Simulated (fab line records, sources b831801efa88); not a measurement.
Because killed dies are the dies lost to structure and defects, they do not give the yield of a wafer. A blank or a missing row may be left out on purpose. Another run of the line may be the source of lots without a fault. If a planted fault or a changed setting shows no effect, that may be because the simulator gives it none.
Problem report, 8D (eight disciplines) form, completed by code	flow sky130	the parts of the form that need people (team, actions taken, sign-off) are left out

== 1. THE PROBLEM ==
SONOS_ONO_CVD_02_THK at SKY_SONOS_ONO_THK_MEAS_03 reads a mean of 16.95 nm on 3 wafers of 1 lot; wafers without a fault read 10.54 nm with a standard deviation of 0.12. Measured from the usual mean, that is +53 standard deviations.
First seen on wafer L317.1, day 12 16:41, on film metro-04. Wafers with a number at this step in the record: 33, from 11 lots. By rule, "out" or "out of limits" means more than 4 standard deviations away from the usual mean. Any other wafer with a number is counted as sound.

== 2. WHAT IT IS; WHAT IT IS NOT ==
question	is	is not
which readings at this step	SONOS_ONO_CVD_02_THK	-
which lots	L317	L313, L325, L326, L328, L329, L330, L331, L334, L335, L336
which wafers of those lots	all that have a number	-
read on which gauges	film metro-04	film metro-01, film metro-02
when	from day 12 16:41	up to then (3 sound wafers); but 27 sound wafers of L325, L326, L328, L329, L330, L331, L334, L335, L336 came after

== 3. SUSPECTS, AND WHAT RULES EACH OUT ==
Counting: a tool at a process step up to the reading stays a suspect if it ran every lot that is out and no sound lot after the first of them.
- ruled out: the gauge at SKY_SONOS_ONO_THK_MEAS_03. All the wafers that are out were read on film metro-04, but those of them that SKY_SONOS_ONO_CVD_02 has rows for are out there too, on other tools.
- lpcvd-02 at SKY_SONOS_ONO_CVD_02 (deposits Si3N4 from DCS/NH3, target thk 10.5 nm, time 180 s): ruled out as a lasting fault. Sound lots L325, L326, L328, L329, L330, L331, L334, L335, L336 ran on it after its first lot that is out, L317 (day 12 15:38).
Left after counting: nothing in the record.

== 4. THE CAUSE (what the simulator had put in) ==
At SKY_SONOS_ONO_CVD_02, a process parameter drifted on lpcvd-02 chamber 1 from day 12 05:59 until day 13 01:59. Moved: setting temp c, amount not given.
The count ruled it out by mistake, since the rule takes a fault to strike every lot its tool runs from the start of the fault on, and this one did not do so.

== 5. THE EFFECT CHAIN, in route order ==
Each row: a reading where the mean over the struck wafers with a number is more than 3 standard deviations away from the usual. Scope: only readings with a usual standard deviation given in the record; hours: median across lots of the time from each lot's start at the first step in this table that gives one to its start at this step; sigmas: change in usual standard deviations.
hours	step	reading	usual	on struck wafers	change	sigmas
0	SKY_SONOS_ONO_CVD_02	spike tc bottom C	785.9 C	812.2	+26.3	+16
0	SKY_SONOS_ONO_CVD_02	spike tc centre C	769.6 C	795.3	+25.7	+23
0	SKY_SONOS_ONO_CVD_02	spike tc lower C	770.7 C	796.8	+26.1	+24
0	SKY_SONOS_ONO_CVD_02	spike tc top C	782.9 C	810.5	+27.6	+13
0	SKY_SONOS_ONO_CVD_02	spike tc upper C	769.6 C	796.9	+27.3	+21
0	SKY_SONOS_ONO_CVD_02	susceptor temp C	770.0 C	795.3	+25.3	+72
1	SKY_SONOS_ONO_THK_MEAS_03	SONOS_ONO_CVD_02_THK	10.54 nm	16.95	+6.41	+53
Process steps it contains:
- SKY_SONOS_ONO_CVD_02: deposits Si3N4 from DCS/NH3, target thk 10.5 nm, time 180 s.

== 6. WHAT WOULD HAVE CAUGHT IT SOONER ==
11 hours passed between the start of the fault at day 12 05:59 and the first reading out of limits at a measuring or inspecting step in this record, taken at day 12 16:41.
Tool's own readings at SKY_SONOS_ONO_CVD_02, spike tc bottom C, spike tc centre C, spike tc lower C, spike tc top C, spike tc upper C, susceptor temp C: out on all struck wafers the step has rows for; an alarm limit on them would have tripped on the first.
